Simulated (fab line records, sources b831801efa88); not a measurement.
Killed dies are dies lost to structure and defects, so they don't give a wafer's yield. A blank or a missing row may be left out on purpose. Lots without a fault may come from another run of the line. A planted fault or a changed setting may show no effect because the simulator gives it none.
Chamber matching | flow gf180mcu | GF_POLY_GATE_ETCH_12 on rie_diel-04: 4 sister chambers
The step etches BARC in N2/H2. 8 wafers are shown with their chamber, then 11 later ones without.

WAFERS WITH THEIR CHAMBER
wafer  | chamber | drypump_motor_current_A (A) | throttle_valve_pct (%)
L081.3 | 2       | 6.2                         | 13.191
L081.6 | 0       | 4.7                         | 13.228
L086.3 | 1       | 5.3                         | 13.208
L086.5 | 3       | 5.3                         | 13.214
L090.1 | 1       | 5.3                         | 13.209
L090.3 | 3       | 5.2                         | 13.215
L090.4 | 0       | 4.7                         | 13.216
L091.1 | 2       | 6.3                         | 13.187

WAFERS WITHOUT THEIR CHAMBER
wafer  | drypump_motor_current_A (A) | throttle_valve_pct (%)
L091.4 | 4.7                         | 13.213
L091.5 | 4.7                         | 13.209
L092.4 | 6.2                         | 13.219
L092.5 | 5.3                         | 13.206
L092.6 | 6.2                         | 13.209
L093.2 | 5.3                         | 13.222
L093.3 | 5.3                         | 13.208
L093.6 | 4.7                         | 13.215
L096.1 | 5.3                         | 13.203
L096.3 | 4.7                         | 13.206
L096.4 | 5.4                         | 13.208

WHICH CHAMBER EACH WENT THROUGH
wafer  | from the rows above     | in truth
L091.4 | 0                       | 0
L091.5 | 0                       | 0
L092.4 | 2                       | 2
L092.5 | can't be placed: 1 or 3 | 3
L092.6 | 2                       | 2
L093.2 | can't be placed: 3 or 1 | 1
L093.3 | can't be placed: 1 or 3 | 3
L093.6 | 0                       | 0
L096.1 | can't be placed: 1 or 3 | 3
L096.3 | 0                       | 0
L096.4 | can't be placed: 1 or 3 | 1
Placed correctly: 6 of 11. Can't be placed from these rows: 5 (the true chamber is among the candidates in 5). Placed wrongly: 0.
How it was worked out, from the rows above alone: a wafer's distance from a chamber is the root of the sum, over the readings, of the square of ((its reading less the chamber's mean) divided by the reading's scatter). The wafer belongs to the nearest chamber; if the next one is less than 2 further off, it can't be placed. A chamber's mean is the mean of its shown wafers. The scatter: the root of (the sum of the squares of (reading less its chamber's mean) over the shown wafers, divided by (wafers less chambers)).
